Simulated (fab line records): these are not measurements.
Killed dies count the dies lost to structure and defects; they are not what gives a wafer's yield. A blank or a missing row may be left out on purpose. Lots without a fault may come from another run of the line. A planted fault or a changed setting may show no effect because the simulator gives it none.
Struck lot and sound lot, side by side / flow sky130 / 16 out of 708 route steps
Sound: wafers L402.2, L402.3, L402.4. Wafers struck: L406.1, L406.3, L406.6. The cause comes at the end.
Order at every step that has rows: each side's tool, ch and its chambers, its first start. Under that, the readings that differ: sound wafers / struck wafers / difference of the means / sigmas: that difference in standard deviations of wafers without a fault.
alike: same words and numbers on both sides, and readings whose means sit less than 2 such deviations apart. not compared: any withheld reading, any reading some wafer has no value for, any bound like >300 that may hide the same value, and any number with overlapping values for which the record gives no deviation.
A row with sigmas, a row that says differs or no value, or rows on one side alone: a step with any of these is where the two part. Non-overlapping numbers with no deviation appear without sigmas and do not part them. Lack of a reading on every wafer of one side parts them only where that side has two or more wafers.

SKY_VT_ADJUST_LVTN_OVL_MEAS_07:
  sound on overlay-01, day 11 05:58; struck on overlay-01, day 12 14:40
  alike: VT_ADJUST_LVTN_OVL
then, 1 step without rows for these wafers: SKY_VT_ADJUST_LVTN_IMPLANT_08.
SKY_VT_ADJUST_LVTN_STRIP_09: strips in O2/N2.
  sound on plasma-asher-02 ch 0,1, day 11 06:08; struck on plasma-asher-01 ch 0,1, day 12 14:51
  alike: drypump-motor-current-A, oes-product-au, strip-time-to-endpoint-s
  not compared: rf-hours-counter-h
SKY_VT_ADJUST_LVTN_TW_MEAS_10:
  sound on film-metro-01, day 11 06:15; struck on film-metro-01, day 12 14:57
  alike: VT_ADJUST_LVTN_TW
then, 7 steps without rows for these wafers: SKY_VT_ADJUST_LVTN_DEHYDRATE_11 (time 60 s); SKY_VT_ADJUST_LVTN_HMDS_12 (prime time 60 s); SKY_VT_ADJUST_LVTN_COAT_13 (resist thk 1140 nm); SKY_VT_ADJUST_LVTN_SOFTBAKE_14 (time 60 s); SKY_VT_ADJUST_LVTN_EXPOSE_15 (exposes mask HVN STD DERIVED, target cd 600 nm); SKY_VT_ADJUST_LVTN_PEB_16; SKY_VT_ADJUST_LVTN_DEVELOP_17 (develop time 60 s).
SKY_VT_ADJUST_LVTN_OVL_MEAS_18:
  sound on overlay-02, day 12 06:22; struck on overlay-02, day 13 16:13
  alike: VT_ADJUST_LVTN_01_OVL
SKY_VT_ADJUST_LVTN_IMPLANT_19:
  sound on implanter-01 ch 0, day 12 06:26; struck on implanter-03 ch 0, day 13 16:15
reading=beam-on-s (s); sound=10.12 9.72 10.09; struck=12.13 12.21 12.40; difference=+2.27; sigmas=+13
reading=faraday-current-uA; sound=3.62 3.76 3.64; struck=3.01 3.02 2.96; difference=-0.68; sigmas=-10
  alike: dose-ions-cm2
SKY_VT_ADJUST_LVTN_STRIP_20: strips in O2/N2.
  sound on plasma-asher-02 ch 0,1, day 12 06:33; struck on plasma-asher-03 ch 0, day 13 16:24
  alike: drypump-motor-current-A, oes-product-au, strip-time-to-endpoint-s
  not compared: rf-hours-counter-h
SKY_VT_ADJUST_LVTN_TW_MEAS_21:
  sound on film-metro-03, day 12 06:40; struck on film-metro-03, day 13 16:44
reading=VT_ADJUST_LVTN_2_TW; sound=188.3 187.8 188.2; struck=198.6 197.9 199.0; difference=+10.4; sigmas=+5
  not compared: hold
-- record jumps: 37 days separate the struck wafers' starts on either side; left off in module VT_ADJUST_LVTN, taken up again in module PAD_OPEN, whose first shown step is the route's number 708 --
SKY_PAD_OPEN_PROBE_99:
  sound on prober-02, day 49 12:20; struck on prober-02, day 50 15:32
reading=model.etest.res-pwell-under-gate.rs-ohm-sq; sound=2299 2285 2294; struck=2257 2263 2267; difference=-30; sigmas=
reading=model.etest.nfet-g5v0d10v5.body-rise-v (V); sound=0.6535 0.6593 0.6508; struck=0.6767 0.6868 0.6813; difference=+0.0271; sigmas=
reading=model.etest.nfet_16v.body-rise-v (V); sound=0.6482 0.6555 0.6472; struck=0.6701 0.684 0.6758; difference=+0.0263; sigmas=
reading=model.etest.nfet-g5v0d10v5.vt-sat-v (V); sound=0.7514 0.7507 0.7587; struck=0.7709 0.7794 0.7801; difference=+0.0232; sigmas=
reading=model.etest.nfet-g5v0d10v5.vt-v (V); sound=0.8113 0.8104 0.8177; struck=0.8239 0.8345 0.8376; difference=+0.0189; sigmas=
  alike: killed_at_M0_to_M3, killed_at_M4_up, killed-at-contacts, killed-at-front-end, killed-at-other, killed-dies, killed-open, killed-short

== WHERE THEY PART ==
Earliest at SKY_VT_ADJUST_LVTN_IMPLANT_19; latest, in this record, at SKY_VT_ADJUST_LVTN_TW_MEAS_21. Later steps at which nothing parts them and some readings are alike: SKY_PAD_OPEN_PROBE_99.

WHY: whatever the simulator had introduced
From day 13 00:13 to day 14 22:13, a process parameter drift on implanter-03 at SKY_VT_ADJUST_LVTN_IMPLANT_19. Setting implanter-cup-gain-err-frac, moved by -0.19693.
